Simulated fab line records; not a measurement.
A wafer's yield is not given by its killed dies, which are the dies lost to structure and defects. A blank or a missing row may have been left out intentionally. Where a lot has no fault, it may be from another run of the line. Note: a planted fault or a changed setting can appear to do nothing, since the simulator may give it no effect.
Comparing a struck lot with a sound one    flow sky130    16 steps out of a route of 708
Sound: wafers L374.4, L374.5, L374.6. The struck wafers were L380.4, L380.5, L380.6. Last of all comes the cause.
Per side, at each step with rows, come the tool, then ch with its chambers, and then its first start. Under that, the readings that differ: sound wafers    struck wafers    difference of the means    sigmas: that difference in standard deviations of wafers without a fault.
alike: readings with means less than 2 such deviations apart, plus words and numbers identical on both sides. not compared: withheld readings, readings lacking a value on some wafer, bounds such as >300 that could conceal the same value, and numbers that have no deviation in the record and whose values overlap.
Wherever a step has rows on one side only, a row that says differs or no value, or a row with sigmas, the two part there. When numbers do not overlap yet have no deviation, they are printed without sigmas and do not part them. A reading missing from all wafers of one side parts the sides only when that side holds two or more wafers.

first, 3 steps without rows for these wafers: SKY_METAL1_EXPOSE_12 (exposes mask MM1, target cd 140 nm); SKY_METAL1_PEB_13; SKY_METAL1_DEVELOP_14 (develop time 60 s).
SKY_METAL1_CD_MEAS_15 targets a cd of 140 nm.
  sound on cd-sem-02 at day 36 00:36; struck on cd-sem-02 at day 37 14:31
reading     sound              struck             difference  sigmas
cd-nm (nm)  141.8 140.3 141.7  138.5 134.9 138.0  -4.1        -2
SKY_METAL1_OVL_MEAS_16:
  sound on overlay-02 at day 36 00:41; struck on overlay-01 at day 37 14:35
  alike: METAL1_OVL
SKY_METAL1_DESCUM_17: chemistry O2, time 8 s.
  sound on rie-metal-02 ch 0,1, day 36 00:43; struck on rie-metal-02 ch 0,1, day 37 14:37
  alike: drypump-motor-current-A, oes-product-au
  not compared: rf-hours-counter-h
SKY_METAL1_ETCH_18: etches BARC in N2/H2, stops on SiO2, time 45.9 s, target depth 60 nm.
  sound on rie-metal-02 ch 0,1, day 36 00:45; struck on rie-metal-02 ch 0,1, day 37 14:40
  alike: drypump-motor-current-A, oes-product-au, throttle-valve-pct
  not compared: rf-hours-counter-h
SKY_METAL1_METAL_ETCH_19: etches the open film in Cl2/BCl3, stops on SiO2, target depth 360 nm, time 78 s.
  sound on rie-metal-02 ch 0,1, day 36 00:49; struck on rie-metal-02 ch 0,1, day 37 14:44
  alike: drypump-motor-current-A, oes-product-au, throttle-valve-pct
  not compared: rf-hours-counter-h
SKY_METAL1_STRIP_20: strips in O2/N2.
  sound on plasma-asher-04 ch 0,1, day 36 00:55; struck on plasma-asher-04 ch 0,1, day 37 14:50
  alike: drypump-motor-current-A, oes-product-au, strip-time-to-endpoint-s
  not compared: rf-hours-counter-h
then, 3 steps without rows for these wafers: SKY_METAL1_STRIP_21 (strips in post etch residue remover, time 1200 s); SKY_METAL1_CLEAN_22 (cleans in IPA, time 180 s); SKY_METAL1_CLEAN_23 (cleans in O3/DIW).
SKY_VIA1_HDPCVD_00: deposits SiO2, target thk 1030 nm, time 171.7 s.
  sound on hdpcvd-02 ch 0,1,2, day 36 01:32; struck on hdpcvd-02 ch 0,1,2, day 37 15:27
reading                                   sound              struck             difference  sigmas
run-length-s (s)                          200.5 199.3 199.6  221.9 221.9 221.9  +22.1       +69
model.SiO2_of_VIA1_HDPCVD_00.thk-nm (nm)  1028 1030 1033     1153 1177 1156     +132        
  alike: sih4-flow-sccm
SKY_VIA1_THK_MEAS_01:
  sound on film-metro-02 at day 36 01:37; struck on film-metro-03 at day 37 15:32
reading               sound           struck          difference  sigmas
VIA1_HDPCVD_THK (nm)  1029 1030 1033  1153 1176 1157  +131        +12
SKY_VIA1_CMP_02: polishes SiO2.
  sound on cmp-02 ch 1,2,3, day 36 01:45; struck on cmp-01 ch 1,2, day 37 15:34
  alike: motor-current-A
-- the record jumps here: 12 days lie between the struck wafers' starts before and after (it left off in module VIA1 and takes up again in module PAD_OPEN, whose first step shown is number 708 of the route) --
SKY_PAD_OPEN_PROBE_99:
  record: rows for the struck wafers here (prober-01, day 49 10:56), none for the sound ones

## WHERE THEY PART
At SKY_METAL1_CD_MEAS_15 first; at SKY_PAD_OPEN_PROBE_99 last (within this record only).

WHY: what the simulator had put in
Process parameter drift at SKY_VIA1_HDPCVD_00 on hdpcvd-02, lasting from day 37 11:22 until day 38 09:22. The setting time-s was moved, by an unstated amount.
